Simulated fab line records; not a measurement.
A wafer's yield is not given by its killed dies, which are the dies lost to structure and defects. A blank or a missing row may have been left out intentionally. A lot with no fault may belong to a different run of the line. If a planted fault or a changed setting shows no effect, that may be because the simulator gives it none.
Which tool was responsible?    flow sky130    30 wafers from 10 lots sampled at 5 of the route's 708 steps

## WHAT EACH GAUGE READ, for each wafer
SKY_SONOS_TUNNEL_OVL_MEAS_08. Usual: SONOS_TUNNEL_OVL 0.3 nm, standard deviation 1.3.
lot   measured      on          SONOS_TUNNEL_OVL (nm)  flag
L348  day 11 11:25  overlay-01  2.0 0.6 2.7            
L351  day 12 04:37  overlay-02  0.3 -0.9 -1.2          
L355  day 13 18:01  overlay-01  2.1 1.3 2.0            
L356  day 14 01:34  overlay-02  2.7 1.3 3.5            
L359  day 15 02:46  overlay-02  1.7 1.4 0.2            
L360  day 15 11:04  overlay-02  1.9 1.8 0.3            
L367  day 17 22:43  overlay-02  -1.0 -1.1 -2.8         
L368  day 18 04:04  overlay-01  1.1 -0.9 0.4           
L369  day 18 06:01  overlay-01  2.1 2.3 2.5            
L370  day 18 14:55  overlay-01  0.1 -0.1 -0.4          

SKY_GATE_OXIDE_OVL_MEAS_10. Usual: GATE_OXIDE_OVL 0.8 nm, standard deviation 1.4.
lot   measured      on          GATE_OXIDE_OVL (nm)  flag
L348  day 13 19:57  overlay-02  1.0 0.3 1.7          
L351  day 14 13:42  overlay-02  1.0 1.0 2.2          
L355  day 16 14:33  overlay-01  2.5 1.2 1.2          
L356  day 16 18:42  overlay-01  0.5 -0.2 0.7         
L359  day 17 16:55  overlay-01  -2.3 -0.3 0.0        
L360  day 18 03:13  overlay-02  1.0 1.6 0.2          
L367  day 20 20:55  overlay-01  1.2 1.6 1.2          
L368  day 21 04:45  overlay-02  1.8 1.6 1.4          
L369  day 21 04:37  overlay-02  4.1 2.2 3.7          
L370  day 21 11:35  overlay-02  -0.4 1.7 -0.4        

SKY_POLY_GATE_THK_MEAS_01. Usual: POLY_GATE_CVD_00_THK 180.9 nm, standard deviation 1.7.
lot   measured      on             POLY_GATE_CVD_00_THK (nm)  flag
L348  day 14 01:10  film metro-04  179.4 180.4 180.2          
L351  day 14 21:42  film metro-04  180.2 181.7 180.2          
L355  day 16 17:47  film metro-01  178.7 179.4 177.7          
L356  day 16 22:13  film metro-04  183.2 183.0 182.2          
L359  day 17 20:26  film metro-01  128.5 127.8 127.9          OFF
L360  day 18 06:27  film metro-04  131.2 129.8 129.7          OFF
L367  day 21 02:11  film metro-04  179.6 180.1 179.9          
L368  day 21 09:02  film metro-04  183.3 183.7 183.4          
L369  day 21 07:51  film metro-04  181.3 179.9 180.1          
L370  day 21 15:16  film metro-02  180.4 179.5 181.3          

## WHICH TOOL RAN EACH LOT (tool, then ch and the chambers of the sampled wafers, then the start)
lot   SKY_DNWELL_STRIP_08                  SKY_POLY_GATE_CVD_00
L348  plasma asher-04 ch 0,1, day 3 09:09  lpcvd-01 ch 1, day 13 23:58
L351  plasma asher-02 ch 0,1, day 3 19:15  lpcvd-01 ch 1, day 14 20:30
L355  plasma asher-01 ch 0,1, day 4 20:09  lpcvd-01 ch 0, day 16 16:35
L356  plasma asher-02 ch 0,1, day 5 01:33  lpcvd-01 ch 0, day 16 21:01
L359  plasma asher-02 ch 0,1, day 5 17:15  lpcvd-01 ch 1, day 17 19:14
L360  plasma asher-01 ch 0,1, day 5 23:57  lpcvd-01 ch 1, day 18 05:15
L367  plasma asher-04 ch 0,1, day 7 15:54  lpcvd-01 ch 1, day 21 00:23
L368  plasma asher-01 ch 0,1, day 7 20:33  lpcvd-01 ch 0, day 21 07:50
L369  plasma asher-02 ch 0, day 7 22:15    lpcvd-01 ch 1, day 21 06:38
L370  plasma asher-04 ch 0,1, day 8 02:45  lpcvd-01 ch 1, day 21 14:04
- SKY_DNWELL_STRIP_08: strips in O2/N2.
- SKY_POLY_GATE_CVD_00: deposits poly-Si, target thk 180 nm, time 720 s.

## AS READ BY THE TOOLS THEMSELVES (means over the sampled wafers that have a number; for cases with no such wafer, the mark the record gives instead)
SKY_DNWELL_STRIP_08. Usual: drypump motor current A 6.0 A, standard deviation 0.44; o2 flow sccm 3001 sccm, standard deviation 9.2; oes product au 0.722 a.u., standard deviation 0.0046; strip time to endpoint s 36.93 s, standard deviation 0.11.
lot   tool             drypump motor current A (A)  o2 flow sccm (sccm)  oes product au (a.u.)  strip time to endpoint s (s)  flag
L348  plasma asher-04  6.0                          3001                 0.726                  36.91                         
L351  plasma asher-02  5.9                          3007                 0.719                  36.93                         
L355  plasma asher-01  6.2                          3005                 0.722                  36.83                         
L356  plasma asher-02  5.8                          2995                 0.722                  37.16                         
L359  plasma asher-02  5.7                          3003                 0.722                  36.84                         
L360  plasma asher-01  6.2                          2988                 0.720                  36.85                         
L367  plasma asher-04  5.7                          2997                 0.724                  37.00                         
L368  plasma asher-01  6.2                          3003                 0.729                  37.04                         
L369  plasma asher-02  6.1                          2999                 0.723                  37.02                         
L370  plasma asher-04  5.7                          2994                 0.724                  37.05                         

SKY_POLY_GATE_CVD_00. Usual: pressure mtorr 200.0 mTorr, standard deviation 0.38; spike tc bottom C 640.9 C, standard deviation 2.6; spike tc centre C 618.9 C, standard deviation 1.1; spike tc lower C 619.8 C, standard deviation 1; spike tc top C 642.8 C, standard deviation 1.2; spike tc upper C 619.2 C, standard deviation 0.98; susceptor temp C 620.08 C, standard deviation 0.28.
lot   tool      pressure mtorr (mTorr)  spike tc bottom C (C)  spike tc centre C (C)  spike tc lower C (C)  spike tc top C (C)  spike tc upper C (C)  susceptor temp C (C)  flag
L348  lpcvd-01  200.2                   638.8                  618.6                  619.8                 643.1               618.9                 620.43                
L351  lpcvd-01  199.8                   639.1                  618.4                  619.0                 642.8               619.9                 620.26                
L355  lpcvd-01  200.5                   644.7                  620.2                  619.3                 644.3               618.5                 619.90                
L356  lpcvd-01  199.8                   644.2                  619.2                  619.1                 643.3               619.7                 619.94                
L359  lpcvd-01  199.9                   625.1                  604.0                  605.3                 629.1               605.2                 605.92                OFF
L360  lpcvd-01  199.9                   626.0                  603.8                  605.6                 627.9               605.3                 605.41                OFF
L367  lpcvd-01  200.1                   640.4                  618.3                  618.8                 642.7               618.4                 620.09                
L368  lpcvd-01  199.9                   643.7                  619.8                  620.5                 643.2               618.0                 619.76                
L369  lpcvd-01  200.1                   638.3                  619.5                  619.6                 642.7               619.7                 620.31                
L370  lpcvd-01  199.9                   638.2                  618.2                  620.5                 642.0               619.6                 620.02                

## THE ANSWER, worked out from the rows above alone
Rule: a lot is off if the mean of its wafers that have a number lies more than 3 standard deviations from the usual mean. Also off: a lot with no number at a reading for which 4 or more lots have one. Where the step has rows for the other lots, those lots are counted as sound. After the gauges, taken in route order, come the tools' own readings; for these a lot's mean is taken, as printed above. The first step at which some lot is off is used, and at that step the reading that is off furthest; a lot without a number counts as furthest.
Off: L359, L360, at SKY_POLY_GATE_THK_MEAS_01 (POLY_GATE_CVD_00_THK).
If a tool, at a process step before that reading, ran all the lots that are off and no sound lot after the first of them, it fits. The gauges at SKY_POLY_GATE_THK_MEAS_01 aren't tried: what is off there is off at SKY_POLY_GATE_CVD_00 too, on other tools, and a gauge's error can't cause that. Not one of the candidates tried fits.

## WHAT THE SIMULATOR HAD INSERTED
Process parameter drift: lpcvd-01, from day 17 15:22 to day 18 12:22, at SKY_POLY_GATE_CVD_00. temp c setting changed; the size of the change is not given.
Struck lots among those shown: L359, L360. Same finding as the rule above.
